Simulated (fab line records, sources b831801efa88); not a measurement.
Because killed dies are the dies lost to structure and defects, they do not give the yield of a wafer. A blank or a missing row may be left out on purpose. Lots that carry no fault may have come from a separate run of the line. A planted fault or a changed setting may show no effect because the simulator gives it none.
Code-filled problem report in 8D (eight disciplines) form    flow gf180mcu    the parts of the form that need people (team, actions taken, sign-off) are left out

== 1. THE ISSUE ==
Mean MVSD_RS at GF_VT_IMPLANT_RS_MEAS_46: 519.2 ohm/sq over 6 wafers in 2 lots; fault-free wafers: 456.6 ohm/sq, standard deviation 1. That is +63 standard deviations from the usual mean.
The step: measures by four-point-probe.
Seen first at day 11 12:26 on film metro-03, wafer L645.1. The record holds 36 wafers of 12 lots with a number at this step. By rule, "out" or "out of limits" means more than 4 standard deviations away from the usual mean. All remaining wafers that have a number are taken as sound.

== 2. WHAT IT IS, WHAT IT ISN'T ==
question                     is                            is not
which readings at this step  MVSD_RS                       -
which lots                   L645, L646                    L631, L632, L636, L637, L639, L640, L642, L648, L650, L654
which wafers of those lots   all that have a number        -
read on which gauges         film metro-03, film metro-04  film metro-02
when                         from day 11 12:26             up to then (21 sound wafers); but 9 sound wafers of L648, L650, L654 came after

== 3. THE SUSPECTS, EACH WITH WHAT RULES IT OUT ==
Counting: a tool at any process step up to the reading remains a suspect when it ran all the lots that are out and ran no sound lot after the first of those.
- the gauge at GF_VT_IMPLANT_RS_MEAS_46: ruled out. Those wafers that are out were read across 2 gauges (film metro-03, film metro-04).
- implanter-01 at GF_MVSD_IMPLANT_09: kept. It ran every lot that is out, first L645 (day 7 20:08), and no sound lot after that; its last sound lot up to then is L642 (day 7 02:20). Its own readings are out on those wafers: dose ions cm2, faraday current uA.
The count leaves implanter-01 at GF_MVSD_IMPLANT_09.

== 4. THE CAUSE (what the simulator had put in) ==
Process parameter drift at GF_MVSD_IMPLANT_09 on implanter-01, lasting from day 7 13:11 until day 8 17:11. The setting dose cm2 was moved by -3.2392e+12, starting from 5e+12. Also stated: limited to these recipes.
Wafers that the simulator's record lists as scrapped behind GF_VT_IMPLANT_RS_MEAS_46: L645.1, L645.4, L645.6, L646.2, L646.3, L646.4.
After counting, this tool was the only one left.

== 5. THE CHAIN OF EFFECTS, in route order ==
Each row: a reading where the mean over the struck wafers with a number is more than 3 standard deviations away from the usual. Only readings whose record carries a usual standard deviation are examined. hours: median over the lots of the time between each lot's start at the first step of this table that gives one and its start at this step. sigmas: the change, counted in usual standard deviations.
hours  step                      reading             usual         on struck wafers  change  sigmas
0      GF_MVSD_IMPLANT_09        dose ions cm2       5e+12         2e+12             -3e+12  -99 or more
0      GF_MVSD_IMPLANT_09        faraday current uA  28.2          9.9               -18.3   -32
89     GF_VT_IMPLANT_RS_MEAS_46  MVSD_RS             456.6 ohm/sq  519.2             +62.6   +63
It contains these process steps:
- GF_MVSD_IMPLANT_09

== 6. WHAT WOULD HAVE CAUGHT IT SOONER ==
The first out-of-limits reading at a measuring or inspecting step in this record came at day 11 12:26, 95 hours after the fault's start at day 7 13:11.
The tool's own readings at GF_MVSD_IMPLANT_09 were out on every struck wafer that the step has a row for (dose ions cm2, faraday current uA): an alarm limit on them would have fired on the first of those.
The start of GF_MVSD_IMPLANT_09 on implanter-01 came by day 11 12:26 for every one of the lots that are out (2). Holding the tool at that point would not have protected any of them.
